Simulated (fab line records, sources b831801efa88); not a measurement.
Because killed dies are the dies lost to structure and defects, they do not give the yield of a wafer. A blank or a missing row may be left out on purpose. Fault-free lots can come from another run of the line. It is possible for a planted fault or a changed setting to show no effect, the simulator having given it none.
Shared-tool check | flow sky130 | 39 wafers sampled across 13 lots

== WHY IT WAS OPENED ==
Of 13 lots, 2 have the reading VT_ADJUST_NCORE_TW flagged at SKY_VT_ADJUST_NCORE_TW_MEAS_11. Wafers without a fault read 218.1, standard deviation 1.4.
Rule: flag the lot when none of its wafers has a number, or when each of its wafers that has one lies beyond 4 standard deviations from that mean. All remaining lots are regarded as sound.

lot  | measured     | on            | VT_ADJUST_NCORE_TW, wafer by wafer | flag
L826 | day 8 18:43  | film-metro-03 | 218.7 218.2 219.4                  |
L827 | day 8 23:03  | film-metro-02 | 217.9 218.7 218.7                  |
L828 | day 9 06:54  | film-metro-03 | 217.6 217.3 217.4                  |
L832 | day 10 15:46 | film-metro-02 | 218.2 219.3 218.4                  |
L833 | day 10 22:51 | film-metro-02 | 160.6 159.8 159.9                  | FLAGGED
L835 | day 11 11:02 | film-metro-03 | 160.8 161.4 161.9                  | FLAGGED
L839 | day 13 07:10 | film-metro-03 | 218.9 219.3 218.8                  |
L840 | day 13 12:57 | film-metro-01 | 214.9 216.3 215.2                  |
L841 | day 13 14:27 | film-metro-02 | 219.6 218.4 218.9                  |
L844 | day 14 12:36 | film-metro-02 | 219.8 219.1 219.7                  |
L846 | day 14 19:22 | film-metro-02 | 220.5 219.7 218.9                  |
L847 | day 15 04:09 | film-metro-03 | 215.0 217.2 216.2                  |
L848 | day 15 11:04 | film-metro-03 | 215.9 215.7 216.7                  |
Average over the flagged lots: 160.7; offset from the usual -57.4, equal to -41 standard deviations.

== LOT BY LOT: THE TOOL USED ==
The record holds 1 process step before the reading, out of a route of 708 steps. Read each cell as the tool, then ch plus the chambers that the sampled wafers visited, then the start.
lot  | flag    | SKY_VT_ADJUST_NCORE_IMPLANT_09
L826 |         | implanter-03 ch 0, day 8 18:28
L827 |         | implanter-02 ch 0, day 8 22:48
L828 |         | implanter-03 ch 0, day 9 06:39
L832 |         | implanter-03 ch 0, day 10 15:31
L833 | FLAGGED | implanter-02 ch 0, day 10 22:36
L835 | FLAGGED | implanter-02 ch 0, day 11 10:49
L839 |         | implanter-03 ch 0, day 13 06:55
L840 |         | implanter-01 ch 0, day 13 12:42
L841 |         | implanter-03 ch 0, day 13 14:12
L844 |         | implanter-02 ch 0, day 14 12:21
L846 |         | implanter-02 ch 0, day 14 19:08
L847 |         | implanter-03 ch 0, day 15 03:54
L848 |         | implanter-01 ch 0, day 15 10:51
What these steps do:
- SKY_VT_ADJUST_NCORE_IMPLANT_09
- SKY_VT_ADJUST_NCORE_TW_MEAS_11

== FLAGGED OVER TOTAL, TOOL BY TOOL (the gauges that took the reading come last) ==
step                           | tool          | lots run | flagged | share of the flagged lots | sound lots run after its first flagged lot
SKY_VT_ADJUST_NCORE_IMPLANT_09 | implanter-01  | 2        | 0       | none                      | -
SKY_VT_ADJUST_NCORE_IMPLANT_09 | implanter-02  | 5        | 2       | all                       | 2 (L844,L846)
SKY_VT_ADJUST_NCORE_IMPLANT_09 | implanter-03  | 6        | 0       | none                      | -
SKY_VT_ADJUST_NCORE_TW_MEAS_11 | film-metro-01 | 1        | 0       | none                      | -
SKY_VT_ADJUST_NCORE_TW_MEAS_11 | film-metro-02 | 6        | 1       | some                      | 3 (L841,L844,L846)
SKY_VT_ADJUST_NCORE_TW_MEAS_11 | film-metro-03 | 6        | 1       | some                      | 3 (L839,L847,L848)

== THE TABLE: WHAT IT ALLOWS ==
1 row of the table ran every flagged lot: implanter-02 at SKY_VT_ADJUST_NCORE_IMPLANT_09.
- implanter-02 at SKY_VT_ADJUST_NCORE_IMPLANT_09: 2 of its 5 lots flagged. Sound lots ran on it after the first flagged one (L844, L846), which a lasting fault on the whole tool wouldn't allow. Its own readings (dose-ions-cm2, faraday-current-uA) fall more than 4 standard deviations out on all wafers of the flagged lots.
No row of the table ran every flagged lot and no sound lot after the first.

== WHAT WAS PUT IN BY THE SIMULATOR ==
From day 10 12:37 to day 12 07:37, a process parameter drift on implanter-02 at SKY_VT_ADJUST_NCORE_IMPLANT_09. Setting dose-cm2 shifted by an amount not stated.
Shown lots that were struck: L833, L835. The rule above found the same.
